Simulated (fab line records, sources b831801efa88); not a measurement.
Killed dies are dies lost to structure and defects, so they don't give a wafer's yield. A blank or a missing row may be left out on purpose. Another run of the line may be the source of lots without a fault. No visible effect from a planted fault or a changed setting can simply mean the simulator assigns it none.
The same fault as seen by 2 desks | flow gf180mcu | each desk holds nothing but its own numbers, with what lay behind them at the end

## THE TOOL OWNER'S DESK: rie diel-04
The tool's own readings at GF_PASSIVATION_ETCH_11 (etches the open film in CF4/O2, stops on TiN, target depth 2040 nm, time 453.3 s): means of the sampled wafers that have a number, for each lot that ran on this tool. A lot is out of limits, marked OUT, if its mean lies more than 4 standard deviations from the usual mean; the brackets give that distance.
Columns: A = drypump motor current A at GF_PASSIVATION_ETCH_11, usual 5.6 A; B = oes product au at GF_PASSIVATION_ETCH_11, usual 0.989 a.u.; C = throttle valve pct at GF_PASSIVATION_ETCH_11, usual 5.968 %
lot  | first seen here | A   | B               | C
L149 | day 30 13:19    | 6.2 | 0.984           | 5.972
L153 | day 31 20:19    | 5.5 | 0.873 (-17) OUT | 5.931 (-4.1) OUT
L155 | day 32 10:09    | 5.2 | 0.869 (-17) OUT | 5.930 (-4.2) OUT
L156 | day 32 21:34    | 5.8 | 0.827 (-23) OUT | 5.925 (-4.7) OUT
This desk finds L153, L155, L156 out of limits, L153 being first, at day 31 20:19 (oes product au at GF_PASSIVATION_ETCH_11). L149 stayed within limits.

## AT THE METROLOGY DESK
Means of the sampled wafers that have a number, per lot and without regard to the tool the lot ran on: this is what the gauges read. A lot is out of limits, marked OUT, if its mean lies more than 4 standard deviations from the usual mean; the brackets give that distance.
Columns: A = PASSIVATION_CVD_00_THK at GF_PASSIVATION_THK_MEAS_01, usual 1001 nm; B = PASSIVATION_CVD_02_THK at GF_PASSIVATION_THK_MEAS_03, usual 705 nm
lot  | first seen here | A    | B
L145 | day 28 17:34    | 1013 | 700
L149 | day 29 18:47    | 1001 | 700
L153 | day 31 02:49    | 996  | 703
L155 | day 31 17:09    | 989  | 709
L156 | day 32 04:50    | 986  | 698
L163 | day 33 12:00    | 1005 | 719
L164 | day 33 15:48    | 1011 | 707
This desk found nothing out of limits on any of the 7 lots.

## ALL TOGETHER
At day 31 20:19, on L153, L155, L156, the tool owner's desk was in a position to raise an alarm.
At the metrology desk, nothing out of limits was observed.
The metrology desk holds a record of L153, L155, L156, inside its limits.
GF_PASSIVATION_ETCH_11 was run on rie diel-04 by each of the lots named.

## WHAT WAS PUT IN BY THE SIMULATOR
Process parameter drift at GF_PASSIVATION_ETCH_11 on rie diel-04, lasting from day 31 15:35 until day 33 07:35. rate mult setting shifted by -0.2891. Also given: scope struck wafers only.
Shown lots that were struck: L153, L155, L156.
Delay in hours, fault start to first out-of-limits reading, by desk: the tool owner's desk at 5.
